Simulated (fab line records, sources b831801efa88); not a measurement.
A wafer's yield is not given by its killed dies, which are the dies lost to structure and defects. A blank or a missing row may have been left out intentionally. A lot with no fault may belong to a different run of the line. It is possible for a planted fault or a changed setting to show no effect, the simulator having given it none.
Which tool was responsible?    flow sky130    11 lots, 33 wafers sampled, at 1 step of a route of 708

WHAT THE GAUGES SHOWED, per wafer
SKY_CAP2M_THK_MEAS_04: measures by xrf.
lot   measured      on             CAP2M_TIN_THK (nm)
L309  day 39 10:21  film_metro-01  198 202 200
L308  day 39 12:17  film_metro-01  200 196 198
L310  day 41 01:32  film_metro-02  205 199 202
L314  day 44 04:14  film_metro-04  200 197 205
L317  day 44 05:08  film_metro-01  199 203 198
L316  day 44 06:56  film_metro-01  204 203 202
L322  day 44 09:42  film_metro-04  198 205 203
L324  day 44 12:35  film_metro-01  198 199 200
L326  day 44 14:46  film_metro-01  199 200 201
L329  day 45 00:28  film_metro-01  203 201 204
L331  day 45 22:22  film_metro-01  202 195 203

WHAT TOOL EACH LOT RAN ON (gives the tool, then ch and the chambers of the sampled wafers, and finally the start)
Before these readings, the record contains no process step.

THE ANSWER, worked out from the rows above alone
Rule: what is usual is taken from the lots themselves. The widest of any qualifying gaps counts: lots, ordered by their means at a reading, are off when they make up no more than a third of the lots, leave a main group of 4 or more, and stand apart from it by 3 or more times the standard deviation of that group's means. If all means in a main group match to the digits the tables above print for the reading, that group is not used. A lot without any number at a reading at which 4 lots or more have one is off too. The other lots that the step has rows for count as sound.
No lot is off on any of the readings shown, so nothing can be concluded from this.

WHAT WAS PUT IN BY THE SIMULATOR
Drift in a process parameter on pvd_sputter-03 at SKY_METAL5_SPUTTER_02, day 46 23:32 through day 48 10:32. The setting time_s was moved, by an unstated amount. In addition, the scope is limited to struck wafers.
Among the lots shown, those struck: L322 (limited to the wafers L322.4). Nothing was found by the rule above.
